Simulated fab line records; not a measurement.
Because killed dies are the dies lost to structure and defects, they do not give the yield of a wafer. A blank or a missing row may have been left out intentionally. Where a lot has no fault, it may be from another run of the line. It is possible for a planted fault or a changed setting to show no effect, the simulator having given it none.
Which tool is to blame? -- flow gf180mcu -- 33 wafers from 11 lots sampled at 6 of the route's 602 steps

== WHAT THE GAUGES SHOWED, per wafer ==
GF_SAB_OVL_MEAS_10. Usual: SAB_OVL typically reads -0.8 nm, with standard deviation 1.3.
lot,measured,on,SAB_OVL (nm),flag
L492,day 15 16:59,overlay-01,0.4 0.9 -0.3,
L493,day 16 02:08,overlay-01,-1.5 -0.8 -1.1,
L494,day 16 15:53,overlay-01,-0.9 -1.2 -1.3,
L497,day 17 18:47,overlay-01,-0.8 1.0 -1.2,
L498,day 17 23:32,overlay-01,-0.6 -1.3 -0.6,
L504,day 20 04:01,overlay-01,0.8 0.9 0.7,
L506,day 20 19:31,overlay-02,-1.0 -2.6 -0.9,
L507,day 21 07:10,overlay-01,-1.6 -0.5 -0.8,
L508,day 21 16:17,overlay-01,0.8 0.4 1.0,
L509,day 21 21:43,overlay-01,-3.1 -2.1 -0.8,
L512,day 22 18:37,overlay-01,-1.4 -2.5 -1.9,

GF_CONTACT_RS_MEAS_25: the measuring method here is four-point-probe. Usual: CONTACT_W_RS typically reads 0.381 ohm/sq, with standard deviation 0.0042.
lot,measured,on,CONTACT_W_RS (ohm/sq),flag
L492,day 16 17:43,film-metro-01,0.376 0.380 0.383,
L493,day 17 02:53,film-metro-03,0.383 0.387 0.380,
L494,day 17 16:35,film-metro-03,0.379 0.374 0.381,
L497,day 18 20:45,film-metro-04,0.542 0.544 0.547,OFF
L498,day 19 01:13,film-metro-04,0.544 0.542 0.550,OFF
L504,day 21 06:58,film-metro-01,0.381 0.380 0.378,
L506,day 21 20:48,film-metro-01,0.378 0.380 0.383,
L507,day 22 09:07,film-metro-03,0.385 0.382 0.388,
L508,day 22 17:52,film-metro-03,0.387 0.382 0.385,
L509,day 22 23:02,film-metro-03,0.378 0.379 0.381,
L512,day 23 19:41,film-metro-03,0.384 0.377 0.382,

GF_CONTACT_THK_MEAS_26: measures by xrf. Usual: CONTACT_W_THK typically reads 309 nm, with standard deviation 4.3.
lot,measured,on,CONTACT_W_THK (nm),flag
L492,day 16 17:50,film-metro-01,317 311 310,
L493,day 17 03:00,film-metro-03,306 303 311,
L494,day 17 16:42,film-metro-03,311 314 309,
L497,day 18 20:51,film-metro-04,217 216 215,OFF
L498,day 19 01:20,film-metro-04,214 215 214,OFF
L504,day 21 07:05,film-metro-01,314 315 315,
L506,day 21 20:55,film-metro-01,316 316 312,
L507,day 22 09:14,film-metro-03,305 307 304,
L508,day 22 17:59,film-metro-03,304 307 304,
L509,day 22 23:09,film-metro-03,310 311 308,
L512,day 23 19:48,film-metro-03,304 310 307,

== EACH LOT AND THE TOOL THAT RAN IT (in order: tool; ch and the chambers of the sampled wafers; start) ==
lot,GF_CONTACT_ETCH_17,GF_CONTACT_STRIP_18,GF_CONTACT_CVD_24
L492,"rie-diel-02 ch 0,1,3, day 16 17:10 or earlier","plasma-asher-03 ch 0,1, day 16 17:10","cvd-w-01 ch 0,1, day 16 17:37"
L493,"rie-diel-02 ch 0,1,3, day 17 02:22 or earlier","plasma-asher-03 ch 0,1, day 17 02:22","cvd-w-02 ch 0,1, day 17 02:47"
L494,"rie-diel-02 ch 2,3, day 17 16:04 or earlier","plasma-asher-03 ch 0,1, day 17 16:04","cvd-w-01 ch 0,1, day 17 16:28"
L497,"rie-diel-02 ch 0,2,3, day 18 20:15 or earlier","plasma-asher-01 ch 0,1, day 18 20:15","cvd-w-02 ch 0,1, day 18 20:39"
L498,"rie-diel-01 ch 0,1,2, day 19 00:43 or earlier","plasma-asher-03 ch 0,1, day 19 00:43","cvd-w-02 ch 0,1, day 19 01:07"
L504,"rie-diel-02 ch 0,2,3, day 21 06:22 or earlier","plasma-asher-02 ch 0,1, day 21 06:22","cvd-w-01 ch 0,1, day 21 06:52"
L506,"rie-diel-01 ch 0,1, day 21 20:13 or earlier","plasma-asher-01 ch 0,1, day 21 20:13","cvd-w-01 ch 0,1, day 21 20:42"
L507,"rie-diel-04 ch 0,1,3, day 22 08:31 or earlier","plasma-asher-03 ch 0,1, day 22 08:31","cvd-w-02 ch 0,1, day 22 09:00"
L508,"rie-diel-01 ch 0,1,2, day 22 17:16 or earlier","plasma-asher-01 ch 0,1, day 22 17:16","cvd-w-02 ch 0,1, day 22 17:46"
L509,"rie-diel-04 ch 0,1,3, day 22 22:31 or earlier","plasma-asher-03 ch 1, day 22 22:31","cvd-w-01 ch 1, day 22 22:56"
L512,"rie-diel-04 ch 1,2, day 23 19:10 or earlier","plasma-asher-01 ch 0,1, day 23 19:10","cvd-w-02 ch 0,1, day 23 19:34"
- GF_CONTACT_ETCH_17: etches SiO2 in C4F8/O2/Ar, stops on CoSi2, target depth 860 nm.
- GF_CONTACT_STRIP_18: strips in O2/N2.
- GF_CONTACT_CVD_24: deposits W, target thk 300 nm, time 90.339 s.

== AS READ BY THE TOOLS THEMSELVES (means over the sampled wafers that have a number; for cases with no such wafer, the mark the record gives instead) ==
GF_CONTACT_ETCH_17. Usual: oes-product-au 0.818 a.u., standard deviation 0.0044.
lot,tool,oes-product-au (a.u.),flag
L492,rie-diel-02,0.821,
L493,rie-diel-02,0.819,
L494,rie-diel-02,0.814,
L497,rie-diel-02,0.817,
L498,rie-diel-01,0.819,
L504,rie-diel-02,0.818,
L506,rie-diel-01,0.818,
L507,rie-diel-04,0.821,
L508,rie-diel-01,0.820,
L509,rie-diel-04,0.819,
L512,rie-diel-04,0.821,

GF_CONTACT_STRIP_18. Usual: drypump-motor-current-A 5.5 A, standard deviation 0.35; heater-power-w 341 W, standard deviation 65; oes-product-au 0.581 a.u., standard deviation 0.005.
lot,tool,drypump-motor-current-A (A),heater-power-w (W),oes-product-au (a.u.),flag
L492,plasma-asher-03,5.3,346,0.581,
L493,plasma-asher-03,5.4,337,0.581,
L494,plasma-asher-03,5.1,417,0.582,
L497,plasma-asher-01,5.6,319,0.577,
L498,plasma-asher-03,5.1,394,0.581,
L504,plasma-asher-02,5.5,352,0.583,
L506,plasma-asher-01,5.7,330,0.579,
L507,plasma-asher-03,5.4,332,0.581,
L508,plasma-asher-01,5.6,315,0.577,
L509,plasma-asher-03,4.9,446,0.581,
L512,plasma-asher-01,5.6,327,0.578,

GF_CONTACT_CVD_24. Usual: chamber-pressure-Torr 40.00 Torr, standard deviation 0.089; heater-power-outer-w 474 W, standard deviation 24; heater-power-w 787 W, standard deviation 45; susceptor-temp-C 400.02 C, standard deviation 0.22.
lot,tool,chamber-pressure-Torr (Torr),heater-power-outer-w (W),heater-power-w (W),susceptor-temp-C (C),flag
L492,cvd-w-01,40.01,480,762,400.19,
L493,cvd-w-02,39.95,513,847,399.95,
L494,cvd-w-01,40.07,468,801,400.18,
L497,cvd-w-02,40.06,392,675,382.25,OFF
L498,cvd-w-02,39.96,391,686,382.05,OFF
L504,cvd-w-01,40.05,483,776,400.03,
L506,cvd-w-01,40.03,472,782,400.12,
L507,cvd-w-02,40.06,465,788,400.05,
L508,cvd-w-02,40.04,464,797,400.12,
L509,cvd-w-01,39.99,467,839,399.47,
L512,cvd-w-02,40.01,465,787,400.03,

== THE ANSWER, worked out from the rows above alone ==
Rule: take the mean of a lot's wafers that have a number; if it is more than 3 standard deviations from the usual mean, the lot is off. A lot without any number at a reading at which 4 lots or more have one is off too. Where the step has rows for the other lots, those lots are counted as sound. After the gauges, taken in route order, come the tools' own readings; for these a lot's mean is taken, as printed above. The first step at which some lot is off is used, and at that step the reading that is off furthest; a lot without a number counts as furthest.
Off: at GF_CONTACT_RS_MEAS_25 (CONTACT_W_RS), L497, L498.
A tool fits if, at a process step before that reading, it ran every lot that is off, and no sound lot after the first of them. The gauges at GF_CONTACT_RS_MEAS_25 aren't tried: what is off there is off at GF_CONTACT_CVD_24 too, on other tools, and a gauge's error can't cause that. GF_CONTACT_ETCH_17: start missing for some lots; hours and lot order therefore follow GF_CONTACT_STRIP_18. Of those tried, none fits.

== WHAT THE SIMULATOR PUT IN ==
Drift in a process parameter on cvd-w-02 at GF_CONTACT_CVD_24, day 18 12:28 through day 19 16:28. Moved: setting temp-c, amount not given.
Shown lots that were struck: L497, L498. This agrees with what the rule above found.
